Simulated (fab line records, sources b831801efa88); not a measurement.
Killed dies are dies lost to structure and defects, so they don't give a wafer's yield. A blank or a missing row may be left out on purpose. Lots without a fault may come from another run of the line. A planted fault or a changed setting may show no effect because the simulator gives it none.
Chamber matching | flow sky130 | rieDiel-04 running SKY_PAD_OPEN_ETCH_07: 4 sister chambers
The step etches the open film in CF4/O2, stops on AlCu, target depth 725 nm, time 161.1 s. 8 wafers are shown with their chamber, then 9 later ones without.

== WAFERS PAIRED WITH THEIR CHAMBERS ==
wafer  | chamber | drypumpMotorCurrentA (A) | oesProductAu (a.u.)
L083.3 | 1       | 5.8                      | 0.973
L083.4 | 2       | 5.1                      | 0.997
L086.1 | 1       | 5.8                      | 0.987
L086.2 | 2       | 5.1                      | 0.977
L086.3 | 0       | 6.0                      | 0.959
L086.4 | 3       | 6.1                      | 0.985
L086.5 | 3       | 6.1                      | 0.987
L086.6 | 0       | 6.1                      | 0.969

== WAFERS WITH NO CHAMBER GIVEN ==
wafer  | drypumpMotorCurrentA (A) | oesProductAu (a.u.)
L088.4 | 6.1                      | 0.978
L088.5 | 5.1                      | 0.978
L088.6 | 5.8                      | 0.977
L094.1 | 5.1                      | 0.981
L094.4 | 5.8                      | 0.990
L094.5 | 6.1                      | 0.976
L095.2 | 5.8                      | 0.979
L095.3 | 5.1                      | 0.974
L095.6 | 5.1                      | 0.985

== EACH ONE'S CHAMBER ==
wafer  | from the rows above     | in truth
L088.4 | can't be placed: 3 or 0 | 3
L088.5 | 2                       | 2
L088.6 | 1                       | 1
L094.1 | 2                       | 2
L094.4 | 1                       | 1
L094.5 | can't be placed: 3 or 0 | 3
L095.2 | 1                       | 1
L095.3 | 2                       | 2
L095.6 | 2                       | 2
Placed correctly: 7 of 9. These rows do not allow placing 2 (true chamber among the candidates in 2). Number placed wrongly: 0.
How it was worked out, from the rows above alone: a wafer's distance from a chamber is the root of the sum, over the readings, of the square of ((its reading less the chamber's mean) divided by the reading's scatter). If the next closest chamber is less than 2 further off than the closest, the wafer can't be placed; otherwise it belongs to the closest. The mean given for a chamber averages the wafers shown for that chamber. The scatter: the root of (the sum of the squares of (reading less its chamber's mean) over the shown wafers, divided by (wafers less chambers)).
